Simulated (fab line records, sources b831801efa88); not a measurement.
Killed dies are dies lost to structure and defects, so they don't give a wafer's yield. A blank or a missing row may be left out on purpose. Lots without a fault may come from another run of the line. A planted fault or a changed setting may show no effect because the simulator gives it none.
A struck lot beside a sound one | flow sky130 | 15 steps out of a route of 708
Sound: wafers L421.1, L421.5, L421.6. Struck: wafers L427.2, L427.5, L427.6. The cause comes at the end.
At each step with rows: each side's tool, then ch and its chambers, then its first start. Under that, the readings that differ: sound wafers | struck wafers | difference of the means | sigmas: that difference in standard deviations of wafers without a fault.
alike: readings whose means differ by less than 2 such deviations, and words and numbers that are the same on both sides. not compared: withheld readings, readings that some wafer has no value for, bounds like >300 that may hide the same value, and numbers for which the record gives no deviation and whose values overlap.
The two part at a step that has a row with sigmas, a row that says differs or no value, or rows on one side only. Numbers that don't overlap but have no deviation are shown without sigmas and don't part them. A reading that every wafer of one side lacks parts them only if that side has two wafers or more.

first, 4 steps without rows for these wafers: SKY_LI_CONTACT_SOFTBAKE_08 (time 90 s); SKY_LI_CONTACT_EXPOSE_09 (exposes mask LICM1, target cd 170 nm); SKY_LI_CONTACT_PEB_10; SKY_LI_CONTACT_DEVELOP_11 (develop time 60 s).
SKY_LI_CONTACT_CD_MEAS_12: target cd 170 nm.
  sound on cd_sem-01, day 29 23:03; struck on cd_sem-02, day 32 15:46
  alike: cd_nm
SKY_LI_CONTACT_OVL_MEAS_13:
  sound on overlay-01, day 29 23:10; struck on overlay-02, day 32 15:52
  alike: LI_CONTACT_OVL
SKY_LI_CONTACT_ETCH_14: etches BARC in N2/H2, stops on SiO2, time 45.9 s, target depth 60 nm.
  sound on rie_diel-01 ch 0,1, day 29 23:13; struck on rie_diel-04 ch 2,3, day 32 15:54
  alike: drypump_motor_current_A, oes_product_au, throttle_valve_pct
  not compared: rf_hours_counter_h
SKY_LI_CONTACT_ETCH_15: etches PSG in C4F8/O2/Ar, stops on Si, target depth 600 nm.
  sound on rie_diel-01 ch 0,1, day 29 23:15; struck on rie_diel-04 ch 2,3, day 32 15:56
  alike: oes_product_au
SKY_LI_CONTACT_STRIP_16: strips in O2/N2.
  sound on plasma_asher-01 ch 0,1, day 29 23:20; struck on plasma_asher-03 ch 0,1, day 32 16:01
  alike: drypump_motor_current_A, oes_product_au, strip_time_to_endpoint_s
  not compared: rf_hours_counter_h
then, 2 steps without rows for these wafers: SKY_LI_CONTACT_CLEAN_17 (cleans in NMP, time 600 s); SKY_LI_CONTACT_PRE_CLEAN_18 (time 5.6 s).
SKY_LI_CONTACT_SPUTTER_19: material Ti, target thk 20 nm, time 106.37 s.
  sound on pvd_sputter-04, day 29 23:38; struck on pvd_sputter-01, day 32 16:19
  alike: cathode_dc_power_W, chamber_pressure_pa, throttle_valve_pct
SKY_LI_CONTACT_SPUTTER_20: material TiN, target thk 20 nm, time 80 s.
  sound on pvd_sputter-04, day 29 23:43; struck on pvd_sputter-01, day 32 16:23
  no value came back on the struck wafers for cathode_dc_power_W (W), chamber_pressure_pa (Pa), throttle_valve_pct (%); on the sound wafers cathode_dc_power_W (W) reads 4000.1 4000.5 4000.1
SKY_LI_CONTACT_CVD_21: deposits W, target thk 400 nm, time 120.56 s.
  sound on cvd_w-02 ch 0,1, day 29 23:46; struck on cvd_w-01 ch 0, day 32 16:30
  alike: heater_power_w
  not compared: since_wet_clean_h
-- the record jumps here: 16 days lie between the struck wafers' starts before and after (it left off in module LI_CONTACT and takes up again in module PAD_OPEN, whose first step shown is number 708 of the route) --
SKY_PAD_OPEN_PROBE_99:
  sound on prober-02, day 46 06:37; struck on prober-02, day 48 08:21
  reading            | sound     | struck      | difference | sigmas
  killed_at_contacts | 19 22 27  | 428 423 429 | +404       | +81
  killed_dies        | 96 86 100 | 492 492 492 | +398       | +43
  killed_on_rim      | 19 13 25  | 96 96 96    | +77        | +18
  alike: killed_at_M0_to_M3, killed_at_M4_up, killed_at_front_end, killed_at_other, killed_open, killed_short

WHERE THEY PART
First at SKY_LI_CONTACT_SPUTTER_20; last, within this record, at SKY_PAD_OPEN_PROBE_99.

WHY: what the simulator had put in
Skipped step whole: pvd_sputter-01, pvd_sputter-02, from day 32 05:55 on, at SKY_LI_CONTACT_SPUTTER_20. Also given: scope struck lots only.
